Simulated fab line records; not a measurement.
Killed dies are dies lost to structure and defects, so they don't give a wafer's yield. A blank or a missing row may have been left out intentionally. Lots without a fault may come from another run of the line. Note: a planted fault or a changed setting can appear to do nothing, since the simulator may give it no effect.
Matching of chambers    flow sky130    3 sister chambers for SKY_VIA1_HDPCVD_00 on hdpcvd-01
The step deposits SiO2, target thk 1030 nm, time 171.7 s. 3 wafers are shown with their chamber, then 9 later ones without.

== WAFERS PAIRED WITH THEIR CHAMBERS ==
wafer   chamber  sih4_flow_sccm (sccm)
L221.2  2        60.15
L221.4  1        59.69
L221.5  0        60.01

== WAFERS MISSING THEIR CHAMBER ==
wafer   sih4_flow_sccm (sccm)
L220.1  60.07
L220.2  59.72
L220.4  59.89
L222.1  60.25
L222.2  60.06
L222.3  60.01
L225.1  59.81
L225.2  60.09
L225.3  60.33

== EACH ONE'S CHAMBER ==
wafer   from the rows above           in truth
L220.1  can't be placed: 0 or 2       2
L220.2  1                             1
L220.4  can't be placed: 0 or 1 or 2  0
L222.1  can't be placed: 2 or 0       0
L222.2  can't be placed: 0 or 2       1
L222.3  can't be placed: 0 or 2       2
L225.1  can't be placed: 1 or 0       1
L225.2  can't be placed: 2 or 0       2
L225.3  can't be placed: 2 or 0       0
Placed correctly: 1 of 9. From these rows, 8 cannot be placed; in 7 the true chamber is one of the candidates. Placed wrongly: 0.
How it was worked out, from the rows above alone: a wafer's distance from a chamber is the root of the sum, over the readings, of the square of ((its reading less the chamber's mean) divided by the reading's scatter). If the next closest chamber is less than 2 further off than the closest, the wafer can't be placed; otherwise it belongs to the closest. For every chamber, the mean is computed from those of its wafers that are shown. The scatter (one wafer shown for each chamber): square how far every hidden wafer sits from the nearest shown wafer, average those squares and take the square root.
